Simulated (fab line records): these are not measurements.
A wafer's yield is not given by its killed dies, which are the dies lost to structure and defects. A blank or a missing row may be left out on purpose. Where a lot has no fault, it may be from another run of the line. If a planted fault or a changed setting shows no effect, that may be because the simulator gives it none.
Code-filled problem report in 8D (eight disciplines) form | flow sky130 | the parts of the form that need people (team, actions taken, sign-off) are left out

1. THE PROBLEM
run length s at SKY_POLY_GATE_ETCH_16 reads a mean of 166.8 s on 4 wafers of 3 lots; wafers without a fault read 175.9 s with a standard deviation of 0.5. Measured from the usual mean, that is -18 standard deviations.
The step: etches Si3N4 in CH3F/O2, stops on poly-Si, time 147.5 s, target depth 75 nm.
First seen on wafer L596.6, day 20 13:52, on rie diel-04. The record has a number at this step for 21 wafers belonging to 7 lots. Rule for "out" (also "out of limits"): further than 4 standard deviations from the usual mean. The rest of the wafers with a number are treated as sound.

2. WHAT IT IS, WHAT IT ISN'T
question                    | is                             | is not
which readings at this step | run length s, oes product au   | drypump motor current A, throttle valve pct
which lots                  | L596, L597, L598               | L587, L590, L601, L606
which wafers of those lots  | L596.6, L597.1, L597.6, L598.1 | L596.2, L596.3, L597.5, L598.2, L598.3
read on which tools         | rie diel-04                    | rie diel-02, rie diel-03
when                        | from day 20 13:52              | up to then (8 sound wafers); but 9 sound wafers of L597, L598, L601, L606 came after

3. THE SUSPECTS, EACH WITH WHAT RULES IT OUT
Counting: a tool at a process step up to the reading stays a suspect if it ran every lot that is out. Sound lots after the first of them don't rule it out here, since some wafers of a struck lot are sound.
- rie diel-04 at SKY_POLY_GATE_ETCH_15 (etches BARC in N2/H2, stops on SiO2, time 118.5 s, target depth 110 nm): kept. Every lot that is out went through it, the first being L596 (day 20 13:47); the last sound lot it ran before that was L590 (day 18 01:56).
- rie diel-04 at SKY_POLY_GATE_ETCH_16 (etches Si3N4 in CH3F/O2, stops on poly-Si, time 147.5 s, target depth 75 nm): kept. Every lot that is out went through it, the first being L596 (day 20 13:52); the last sound lot it ran before that was L590 (day 18 02:01). Its own oes product au, run length s readings are out on those wafers.
Remaining after the count are rie diel-04 at SKY_POLY_GATE_ETCH_15 and rie diel-04 at SKY_POLY_GATE_ETCH_16.

4. THE CAUSE (what the simulator had put in)
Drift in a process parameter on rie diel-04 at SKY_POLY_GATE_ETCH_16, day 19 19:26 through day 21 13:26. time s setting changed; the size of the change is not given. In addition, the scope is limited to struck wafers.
2 suspects survive the count, and this tool is in that group.

5. SEQUENCE OF EFFECTS, ordered by route
Each row: a reading whose mean over the struck wafers that have a number lies more than 3 standard deviations from the usual. Only readings whose record carries a usual standard deviation are examined. hours: median over the lots of the time between each lot's start at the first step of this table that gives one and its start at this step. sigmas: the change, counted in usual standard deviations.
hours | step                  | reading        | usual      | on struck wafers | change | sigmas
0     | SKY_POLY_GATE_ETCH_16 | oes product au | 0.640 a.u. | 0.675            | +0.035 | +6.2
0     | SKY_POLY_GATE_ETCH_16 | run length s   | 175.9 s    | 166.8            | -9.2   | -18
Here are the process steps it includes:
- SKY_POLY_GATE_ETCH_16: etches Si3N4 in CH3F/O2, stops on poly-Si, time 147.5 s, target depth 75 nm.

6. WHAT WOULD HAVE CAUGHT IT SOONER
In this record the first reading out of limits was taken at day 20 13:52, 18 hours after the fault began at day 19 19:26.
